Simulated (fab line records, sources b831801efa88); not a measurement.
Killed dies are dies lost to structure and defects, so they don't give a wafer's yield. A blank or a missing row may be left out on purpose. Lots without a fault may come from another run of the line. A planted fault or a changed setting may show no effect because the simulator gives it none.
Which tool did it? | flow sky130 | 7 lots, 21 wafers sampled, at 1 step of a route of 708

WHAT THE GAUGES READ, wafer by wafer
SKY_VIA2_CD_MEAS_12: target cd 200 nm.
lot  | measured     | on        | cd_nm (nm)
L159 | day 36 16:41 | cd_sem-02 | 200.6 201.0 200.7
L162 | day 37 14:00 | cd_sem-01 | 198.4 199.7 199.9
L166 | day 39 05:06 | cd_sem-02 | 197.6 198.2 198.7
L167 | day 39 10:11 | cd_sem-02 | 197.1 197.8 198.1
L177 | day 42 02:32 | cd_sem-02 | 201.6 201.4 201.0
L179 | day 42 12:58 | cd_sem-02 | 200.1 199.2 198.6
L181 | day 43 06:54 | cd_sem-02 | 197.9 196.7 197.5

WHICH TOOL RAN EACH LOT (tool, then ch and the chambers of the sampled wafers, then the start)
The record holds no process step before these readings.

THE ANSWER, worked out from the rows above alone
Rule: what is usual is taken from the lots themselves. Put in order of their means at a reading, lots are off if they are a third of the lots or fewer, leave a main group of 4 or more, and stand apart from it by a gap of 3 or more times the standard deviation of the main group's means; of several such gaps the widest counts. A main group whose means are all the same, to the digits that the tables above print for the reading, isn't used. A lot without any number at a reading at which 4 lots or more have one is off too. The other lots that the step has rows for count as sound.
No lot is off at any reading shown: from this, nothing can be told.

WHAT THE SIMULATOR HAD PUT IN
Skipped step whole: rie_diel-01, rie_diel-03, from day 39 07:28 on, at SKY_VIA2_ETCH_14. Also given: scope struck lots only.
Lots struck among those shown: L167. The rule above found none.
